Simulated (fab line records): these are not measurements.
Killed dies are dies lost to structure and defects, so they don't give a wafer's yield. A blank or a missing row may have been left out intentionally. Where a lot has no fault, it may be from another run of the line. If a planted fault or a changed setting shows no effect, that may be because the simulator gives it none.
Comparing a struck lot with a sound one	flow sky130	15 steps out of a route of 708
Sound: these wafers, L989.2, L989.4, L989.6. Wafers struck: L998.3, L998.5, L998.6. The cause is given at the end.
At each step with rows: each side's tool, then ch and its chambers, then its first start. Under that, the readings that differ: sound wafers	struck wafers	difference of the means	sigmas: that difference in standard deviations of wafers without a fault.
alike: same words and numbers on both sides, and readings whose means sit less than 2 such deviations apart. not compared: any withheld reading, any reading some wafer has no value for, any bound like >300 that may hide the same value, and any number with overlapping values for which the record gives no deviation.
Wherever a step has rows on one side only, a row that says differs or no value, or a row with sigmas, the two part there. Numbers that don't overlap but have no deviation are shown without sigmas and don't part them. Lack of a reading on every wafer of one side parts them only where that side has two or more wafers.

SKY_PWDE_STRIP_09: strips in O2/N2.
  sound on plasmaAsher-02 ch 1, day 5 02:09; struck on plasmaAsher-02 ch 0,1, day 7 01:17
  alike: drypumpMotorCurrentA, oesProductAu, stripTimeToEndpointS
  not compared: rfHoursCounterH
SKY_PWDE_TW_MEAS_10:
  sound: filmMetro-04 at day 5 02:16; struck: filmMetro-02 at day 7 01:22
  alike: PWDE_TW
then, 7 steps without rows for these wafers: SKY_NWELL_DEHYDRATE_03 (time 60 s); SKY_NWELL_HMDS_04 (prime time 60 s); SKY_NWELL_COAT_05 (resist thk 3000 nm); SKY_NWELL_SOFTBAKE_06; SKY_NWELL_EXPOSE_07 (exposes mask NWM, target cd 840 nm); SKY_NWELL_PEB_08; SKY_NWELL_DEVELOP_09 (develop time 60 s).
SKY_NWELL_OVL_MEAS_10:
  sound: overlay-01 at day 5 19:55; struck: overlay-01 at day 7 20:53
  alike: NWELL_00_OVL
then, 2 steps without rows for these wafers: SKY_NWELL_IMPLANT_11; SKY_NWELL_IMPLANT_12.
SKY_NWELL_IMPLANT_13:
  sound on implanter-01 ch 0, day 5 20:17; struck on implanter-04 ch 0, day 7 21:15
reading	sound	struck	difference	sigmas
doseIonsCm2	6.993e+11 7.006e+11 6.997e+11	6.089e+11 6.092e+11 6.082e+11	-9.110e+10	-99 or more
faradayCurrentUA	4.04 3.97 3.96	3.42 3.57 3.47	-0.50	-7
SKY_NWELL_STRIP_14: strips in O2/N2.
  sound on plasmaAsher-01 ch 0,1, day 5 20:24; struck on plasmaAsher-03 ch 0,1, day 7 21:23
  alike: drypumpMotorCurrentA, oesProductAu, stripTimeToEndpointS
  not compared: rfHoursCounterH
SKY_PAD_OPEN_PROBE_99:
  the record holds rows for the sound wafers here (prober-01, day 47 06:29) but none for the struck ones

== WHERE THEY PART ==
Last at SKY_PAD_OPEN_PROBE_99 as far as this record goes, first at SKY_NWELL_IMPLANT_13.

WHY: what the simulator had put in
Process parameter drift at SKY_NWELL_IMPLANT_13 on implanter-04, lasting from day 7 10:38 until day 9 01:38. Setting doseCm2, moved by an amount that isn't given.
